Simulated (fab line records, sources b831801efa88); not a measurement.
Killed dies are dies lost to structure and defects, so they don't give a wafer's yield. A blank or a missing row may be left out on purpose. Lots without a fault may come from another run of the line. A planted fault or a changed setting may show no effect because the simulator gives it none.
Which tool did it? | flow gf180mcu | 12 lots, 36 wafers sampled, at 5 steps of a route of 602

WHAT THE GAUGES READ, wafer by wafer
GF_V3_RS_MEAS_24: measures by four-point-probe. Usual: V3_W_RS 0.328 ohm/sq, standard deviation 0.0051.
lot  | measured     | on            | V3_W_RS (ohm/sq)  | flag
L142 | day 22 16:45 | film_metro-01 | 0.323 0.323 0.330 |
L144 | day 23 10:30 | film_metro-04 | 0.331 0.325 0.329 |
L148 | day 24 15:24 | film_metro-03 | 0.326 0.334 0.334 |
L149 | day 25 04:05 | film_metro-01 | 0.328 0.327 0.328 |
L155 | day 27 07:13 | film_metro-04 | 0.322 0.320 0.320 |
L156 | day 27 15:26 | film_metro-01 | 0.332 0.333 0.322 |
L160 | day 28 15:22 | film_metro-04 | 0.319 0.335 0.324 |
L161 | day 28 20:33 | film_metro-04 | 0.326 0.335 0.324 |
L162 | day 29 07:14 | film_metro-01 | 0.334 0.325 0.332 |
L163 | day 29 07:37 | film_metro-04 | 0.335 0.326 0.335 |
L164 | day 29 15:25 | film_metro-03 | 0.322 0.319 0.329 |
L165 | day 29 18:17 | film_metro-01 | 0.331 0.335 0.316 |

GF_TOP_METAL_OVL_MEAS_15. Usual: TOP_METAL_OVL 0.6 nm, standard deviation 1.4.
lot  | measured     | on         | TOP_METAL_OVL (nm) | flag
L142 | day 28 08:31 | overlay-02 | -1.3 2.2 1.6       |
L144 | day 29 00:21 | overlay-02 | 2.0 0.6 1.1        |
L148 | day 29 23:11 | overlay-01 | -2.6 -1.4 -1.8     |
L149 | day 30 11:14 | overlay-02 | 1.4 1.7 0.9        |
L155 | day 32 07:34 | overlay-02 | -1.0 -2.1 -1.2     |
L156 | day 32 13:56 | overlay-01 | -0.7 -2.3 -0.2     |
L160 | day 33 09:50 | overlay-02 | 2.8 0.2 2.0        |
L161 | day 33 13:36 | overlay-01 | -2.0 -2.1 -1.5     |
L162 | day 33 22:24 | overlay-01 | -0.9 0.1 -0.4      |
L163 | day 33 23:05 | overlay-01 | 0.9 -1.5 -0.6      |
L164 | day 34 05:59 | overlay-01 | 0.6 1.0 1.3        |
L165 | day 34 08:29 | overlay-01 | 2.9 1.8 1.4        |

GF_PASSIVATION_THK_MEAS_03. Usual: PASSIVATION_CVD_02_THK 702 nm, standard deviation 9.6.
lot  | measured     | on            | PASSIVATION_CVD_02_THK (nm) | flag
L142 | day 28 09:48 | film_metro-02 | 691 700 699                 |
L144 | day 29 01:42 | film_metro-02 | 700 703 701                 |
L148 | day 30 00:21 | film_metro-04 | 924 934 710                 | OFF
L149 | day 30 12:28 | film_metro-03 | 921 925 713                 | OFF
L155 | day 32 08:45 | film_metro-03 | 674 692 696                 |
L156 | day 32 15:16 | film_metro-04 | 688 693 715                 |
L160 | day 33 11:02 | film_metro-02 | 695 700 702                 |
L161 | day 33 14:50 | film_metro-02 | 709 716 701                 |
L162 | day 33 23:36 | film_metro-03 | 687 697 697                 |
L163 | day 34 00:23 | film_metro-02 | 709 702 697                 |
L164 | day 34 07:10 | film_metro-04 | 691 721 714                 |
L165 | day 34 09:45 | film_metro-04 | 703 715 719                 |

WHICH TOOL RAN EACH LOT (tool, then ch and the chambers of the sampled wafers, then the start)
lot  | GF_M4_SPUTTER_02             | GF_PASSIVATION_CVD_02
L142 | pvd_sputter-04, day 22 17:22 | pecvd-02 ch 0,1, day 28 09:31
L144 | pvd_sputter-03, day 23 11:04 | pecvd-04 ch 0,1, day 29 01:23
L148 | pvd_sputter-02, day 24 15:59 | pecvd-03 ch 0,1, day 30 00:03
L149 | pvd_sputter-03, day 25 04:40 | pecvd-03 ch 0,2, day 30 12:10
L155 | pvd_sputter-02, day 27 07:49 | pecvd-02 ch 0,1,2, day 32 08:28
L156 | pvd_sputter-04, day 27 16:02 | pecvd-04 ch 0,1, day 32 14:59
L160 | pvd_sputter-04, day 28 15:58 | pecvd-04 ch 0,1,2, day 33 10:43
L161 | pvd_sputter-03, day 28 21:06 | pecvd-04 ch 0,1,2, day 33 14:37
L162 | pvd_sputter-03, day 29 07:50 | pecvd-04 ch 0,1,2, day 33 23:19
L163 | pvd_sputter-04, day 29 08:12 | pecvd-03 ch 0,2, day 34 00:05
L164 | pvd_sputter-02, day 29 16:01 | pecvd-03 ch 0,1,2, day 34 06:52
L165 | pvd_sputter-02, day 29 18:52 | pecvd-03 ch 0,1,2, day 34 09:27
- GF_M4_SPUTTER_02: material AlCu, target thk 450 nm, time 23.9 s.
- GF_PASSIVATION_CVD_02: deposits Si3N4, target thk 700 nm, time 486.18 s.

WHAT THE TOOLS THEMSELVES READ (means of the sampled wafers that have a number; where no wafer has one, the mark that the record gives instead)
GF_M4_SPUTTER_02. Usual: throttle_valve_pct 29.5 %, standard deviation 0.89.
lot  | tool           | throttle_valve_pct (%) | flag
L142 | pvd_sputter-04 | 29.0                   |
L144 | pvd_sputter-03 | 30.3                   |
L148 | pvd_sputter-02 | 29.7                   |
L149 | pvd_sputter-03 | 30.3                   |
L155 | pvd_sputter-02 | 29.8                   |
L156 | pvd_sputter-04 | 29.5                   |
L160 | pvd_sputter-04 | 29.3                   |
L161 | pvd_sputter-03 | 30.8                   |
L162 | pvd_sputter-03 | 29.8                   |
L163 | pvd_sputter-04 | 29.2                   |
L164 | pvd_sputter-02 | 29.2                   |
L165 | pvd_sputter-02 | 29.2                   |

GF_PASSIVATION_CVD_02. Usual: heater_power_w 754 W, standard deviation 110.
lot  | tool     | heater_power_w (W) | flag
L142 | pecvd-02 | 674                |
L144 | pecvd-04 | 704                |
L148 | pecvd-03 | 821                |
L149 | pecvd-03 | 757                |
L155 | pecvd-02 | 637                |
L156 | pecvd-04 | 657                |
L160 | pecvd-04 | 736                |
L161 | pecvd-04 | 716                |
L162 | pecvd-04 | 731                |
L163 | pecvd-03 | 724                |
L164 | pecvd-03 | 769                |
L165 | pecvd-03 | 788                |

THE ANSWER, worked out from the rows above alone
Rule: a lot is off if the mean of its wafers that have a number lies more than 3 standard deviations from the usual mean. A lot without any number at a reading at which 4 lots or more have one is off too. The other lots that the step has rows for count as sound. The gauges are gone through in route order, then the tools' own readings, and for those a lot's mean is taken as printed above. The first step at which some lot is off is used, and at that step the reading that is off furthest; a lot without a number counts as furthest.
Off: L148, L149, at GF_PASSIVATION_THK_MEAS_03 (PASSIVATION_CVD_02_THK).
A tool fits if, at a process step before that reading, it ran every lot that is off, and no sound lot after the first of them. The gauges at GF_PASSIVATION_THK_MEAS_03 are tried like those tools. None of those tried fits.

WHAT THE SIMULATOR HAD PUT IN
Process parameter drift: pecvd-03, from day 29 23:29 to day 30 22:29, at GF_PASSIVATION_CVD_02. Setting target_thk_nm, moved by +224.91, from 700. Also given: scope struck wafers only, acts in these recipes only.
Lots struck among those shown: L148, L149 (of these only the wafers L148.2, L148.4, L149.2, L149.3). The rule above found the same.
